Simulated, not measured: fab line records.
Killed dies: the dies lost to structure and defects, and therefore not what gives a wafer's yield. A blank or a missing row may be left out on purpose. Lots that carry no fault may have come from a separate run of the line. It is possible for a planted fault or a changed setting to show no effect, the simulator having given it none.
The tool behind it: which one? | flow sfq_line | Sampling: 14 lots, 42 wafers, 4 of 325 route steps

WHAT THE GAUGES READ, wafer by wafer
The record lacks any reading of a measuring or inspecting step that a usual standard deviation could be used to judge.

WHICH TOOL RAN EACH LOT (tool, then ch and the chambers of the sampled wafers, then the start)
lot  | SFQ_TRILAYER_M0_BARC_OPEN_METAL_ETCH_031 | SFQ_TRILAYER_I2_VIA_BARC_OPEN_VIA_ETCH_096 | SFQ_TRILAYER_I3_VIA_STRIP_STRIP_089 | SFQ_TRILAYER_M4_STRIP_STRIP_097
L352 | rie_metal-03 ch 0,1, day 11 07:20        | rie_diel-01 ch 0,1,2, day 34 21:43         | rie_metal-03 ch 0,1, day 41 02:39   | rie_metal-02 ch 0,1, day 41 06:22
L353 | rie_metal-02 ch 0,1, day 11 13:57        | rie_diel-02 ch 0,1,2, day 35 00:43         | rie_metal-01 ch 0,1, day 41 05:08   | rie_metal-03 ch 0,1, day 41 09:22
L356 | rie_metal-03 ch 0,1, day 13 05:50        | rie_diel-01 ch 0,1,3, day 35 09:04         | rie_metal-03 ch 0,1, day 41 15:15   | rie_metal-02 ch 0,1, day 41 18:58
L357 | rie_metal-01 ch 0,1, day 13 13:02        | rie_diel-03 ch 1,2, day 35 10:16           | rie_metal-01 ch 0, day 41 17:44     | rie_metal-03 ch 1, day 41 22:29
L358 | rie_metal-01 ch 0,1, day 13 19:02        | rie_diel-01 ch 0,1,2, day 35 11:28         | rie_metal-04 ch 1, day 41 20:08     | rie_metal-01 ch 0,1, day 41 23:41
L360 | rie_metal-02 ch 0,1, day 14 10:21        | rie_diel-02 ch 0,1,3, day 35 17:28         | rie_metal-01 ch 0, day 42 11:08     | rie_metal-01 ch 0,1, day 42 15:17
L363 | rie_metal-01 ch 0,1, day 15 08:53        | rie_diel-02 ch 0,1,2, day 40 19:23         | rie_metal-04 ch 0,1, day 44 18:38   | rie_metal-02 ch 0,1, day 45 12:47
L364 | rie_metal-03 ch 0,1, day 15 14:53        | rie_diel-03 ch 0,3, day 41 07:59           | rie_metal-01 ch 0,1, day 44 19:50   | rie_metal-03 ch 0,1, day 45 13:59
L365 | rie_metal-01 ch 0,1, day 16 03:09        | rie_diel-03 ch 0,3, day 42 00:42           | rie_metal-01 ch 0,1, day 44 22:26   | rie_metal-02 ch 0,1, day 45 17:47
L367 | rie_metal-02 ch 0,1, day 17 16:27        | rie_diel-03 ch 0,1,3, day 42 18:11         | rie_metal-01 ch 0,1, day 45 00:38   | rie_metal-02 ch 0,1, day 45 19:59
L371 | rie_metal-01 ch 0, day 19 18:06          | rie_diel-02 ch 0,1,2, day 45 16:11         | rie_metal-04 ch 0,1, day 51 04:40   | rie_metal-03 ch 0,1, day 51 08:12
L372 | rie_metal-02 ch 0,1, day 20 08:37        | rie_diel-01 ch 0,2,3, day 45 23:23         | rie_metal-01 ch 0, day 51 05:52     | rie_metal-02 ch 0,1, day 51 10:40
L373 | rie_metal-02 ch 0, day 20 13:25          | rie_diel-03 ch 1,2, day 46 13:34           | rie_metal-04 ch 0,1, day 51 12:47   | rie_metal-03 ch 0,1, day 52 21:05
L374 | rie_metal-01 ch 0,1, day 20 21:49        | rie_diel-01 ch 1,2,3, day 47 05:17         | rie_metal-04 ch 0,1, day 53 00:40   | rie_metal-01 ch 0,1, day 53 09:05
- SFQ_TRILAYER_M0_BARC_OPEN_METAL_ETCH_031: etches BARC in O2, target depth 125 nm, time 41.7 s.
- SFQ_TRILAYER_I2_VIA_BARC_OPEN_VIA_ETCH_096: etches BARC in O2, target depth 125 nm, time 41.7 s.
- SFQ_TRILAYER_I3_VIA_STRIP_STRIP_089: strips in O2.
- SFQ_TRILAYER_M4_STRIP_STRIP_097: strips in O2.

AS READ BY THE TOOLS THEMSELVES (means over the sampled wafers that have a number; for cases with no such wafer, the mark the record gives instead)
SFQ_TRILAYER_M0_BARC_OPEN_METAL_ETCH_031. Usual: drypump_motor_current_A 5.8 A, standard deviation 0.48; oes_product_au 0.685 a.u., standard deviation 0.0044; run_length_s 70.2 s, standard deviation 0.31.
lot  | tool         | drypump_motor_current_A (A) | oes_product_au (a.u.) | run_length_s (s) | flag
L352 | rie_metal-03 | 6.3                         | 0.685                 | 70.1             |
L353 | rie_metal-02 | 5.9                         | 0.688                 | 70.4             |
L356 | rie_metal-03 | 6.4                         | 0.684                 | 69.7             |
L357 | rie_metal-01 | 5.4                         | 0.686                 | 70.2             |
L358 | rie_metal-01 | 5.5                         | 0.685                 | 70.3             |
L360 | rie_metal-02 | 5.7                         | 0.690                 | 70.2             |
L363 | rie_metal-01 | 5.5                         | 0.681                 | 70.2             |
L364 | rie_metal-03 | 6.4                         | 0.681                 | 69.7             |
L365 | rie_metal-01 | 5.4                         | 0.689                 | 70.5             |
L367 | rie_metal-02 | 5.9                         | 0.685                 | 70.3             |
L371 | rie_metal-01 | 5.6                         | 0.682                 | 70.4             |
L372 | rie_metal-02 | 5.9                         | 0.685                 | 70.3             |
L373 | rie_metal-02 | 5.4                         | 0.688                 | 70.1             |
L374 | rie_metal-01 | 5.4                         | 0.687                 | 70.1             |

SFQ_TRILAYER_I2_VIA_BARC_OPEN_VIA_ETCH_096. Usual: drypump_motor_current_A 5.5 A, standard deviation 0.35; oes_product_au 0.685 a.u., standard deviation 0.0046; run_length_s 70.1 s, standard deviation 0.53.
lot  | tool        | drypump_motor_current_A (A) | oes_product_au (a.u.) | run_length_s (s) | flag
L352 | rie_diel-01 | 5.4                         | 0.690                 | 69.4             |
L353 | rie_diel-02 | 5.6                         | 0.682                 | 70.2             |
L356 | rie_diel-01 | 5.5                         | 0.687                 | 69.9             |
L357 | rie_diel-03 | 5.7                         | 0.683                 | 70.8             |
L358 | rie_diel-01 | 5.3                         | 0.687                 | 69.6             |
L360 | rie_diel-02 | 5.7                         | 0.684                 | 70.6             |
L363 | rie_diel-02 | 5.6                         | 0.683                 | 70.4             |
L364 | rie_diel-03 | 5.6                         | 0.686                 | 69.9             |
L365 | rie_diel-03 | 5.4                         | 0.845                 | 60.6             | OFF
L367 | rie_diel-03 | 5.2                         | 0.841                 | 60.7             | OFF
L371 | rie_diel-02 | 5.6                         | 0.687                 | 70.5             |
L372 | rie_diel-01 | 5.4                         | 0.684                 | 69.9             |
L373 | rie_diel-03 | 5.7                         | 0.688                 | 70.6             |
L374 | rie_diel-01 | 5.5                         | 0.682                 | 69.7             |

SFQ_TRILAYER_I3_VIA_STRIP_STRIP_089. Usual: drypump_motor_current_A 5.7 A, standard deviation 0.37; oes_product_au 0.997 a.u., standard deviation 0.012; platen_temp_c 40.01 C, standard deviation 0.11.
lot  | tool         | drypump_motor_current_A (A) | oes_product_au (a.u.) | platen_temp_c (C) | flag
L352 | rie_metal-03 | 6.3                         | 1.006                 | 40.05             |
L353 | rie_metal-01 | 5.5                         | 0.991                 | 39.79             |
L356 | rie_metal-03 | 6.5                         | 1.004                 | 40.13             |
L357 | rie_metal-01 | 5.6                         | 1.003                 | 39.96             |
L358 | rie_metal-04 | 5.6                         | 0.993                 | 39.91             |
L360 | rie_metal-01 | 5.5                         | 0.999                 | 40.15             |
L363 | rie_metal-04 | 5.6                         | 0.990                 | 40.06             |
L364 | rie_metal-01 | 5.4                         | 0.998                 | 39.96             |
L365 | rie_metal-01 | 5.5                         | 1.007                 | 40.02             |
L367 | rie_metal-01 | 5.5                         | 1.005                 | 39.96             |
L371 | rie_metal-04 | 5.6                         | 0.984                 | 40.11             |
L372 | rie_metal-01 | 5.6                         | 1.010                 | 40.01             |
L373 | rie_metal-04 | 5.7                         | 0.986                 | 39.89             |
L374 | rie_metal-04 | 5.6                         | 0.995                 | 39.89             |

SFQ_TRILAYER_M4_STRIP_STRIP_097. Usual: drypump_motor_current_A 5.9 A, standard deviation 0.47; oes_product_au 1.005 a.u., standard deviation 0.011; platen_temp_c 40.00 C, standard deviation 0.12.
lot  | tool         | drypump_motor_current_A (A) | oes_product_au (a.u.) | platen_temp_c (C) | flag
L352 | rie_metal-02 | 5.9                         | 1.011                 | 39.97             |
L353 | rie_metal-03 | 6.3                         | 1.010                 | 40.08             |
L356 | rie_metal-02 | 5.7                         | 1.012                 | 40.04             |
L357 | rie_metal-03 | 6.6                         | 1.005                 | 39.93             |
L358 | rie_metal-01 | 5.5                         | 0.991                 | 40.02             |
L360 | rie_metal-01 | 5.4                         | 0.992                 | 39.95             |
L363 | rie_metal-02 | 5.9                         | 1.007                 | 40.07             |
L364 | rie_metal-03 | 6.3                         | 1.010                 | 40.07             |
L365 | rie_metal-02 | 5.7                         | 1.012                 | 39.97             |
L367 | rie_metal-02 | 5.9                         | 1.010                 | 39.79             |
L371 | rie_metal-03 | 6.5                         | 0.996                 | 39.95             |
L372 | rie_metal-02 | 5.7                         | 1.017                 | 39.86             |
L373 | rie_metal-03 | 6.5                         | 1.005                 | 39.99             |
L374 | rie_metal-01 | 5.5                         | 0.999                 | 40.17             |

THE ANSWER, worked out from the rows above alone
Rule: a lot is off if the mean of its wafers that have a number lies more than 3 standard deviations from the usual mean. Also off: a lot with no number at a reading for which 4 or more lots have one. All remaining lots with rows at the step are treated as sound. Order of review: gauges by route order, followed by the tools' own readings, for which a lot's mean as printed above is used. At the first step where some lot is off, the reading lying furthest off is the one used; lots without a number count as furthest.
Off: L365, L367 (SFQ_TRILAYER_I2_VIA_BARC_OPEN_VIA_ETCH_096, oes_product_au).
If a tool, at that step or one of the process steps before it, ran each lot that is off and ran no sound lot following the first of them, it fits. No candidate that was tried fits.

WHAT THE SIMULATOR HAD INSERTED
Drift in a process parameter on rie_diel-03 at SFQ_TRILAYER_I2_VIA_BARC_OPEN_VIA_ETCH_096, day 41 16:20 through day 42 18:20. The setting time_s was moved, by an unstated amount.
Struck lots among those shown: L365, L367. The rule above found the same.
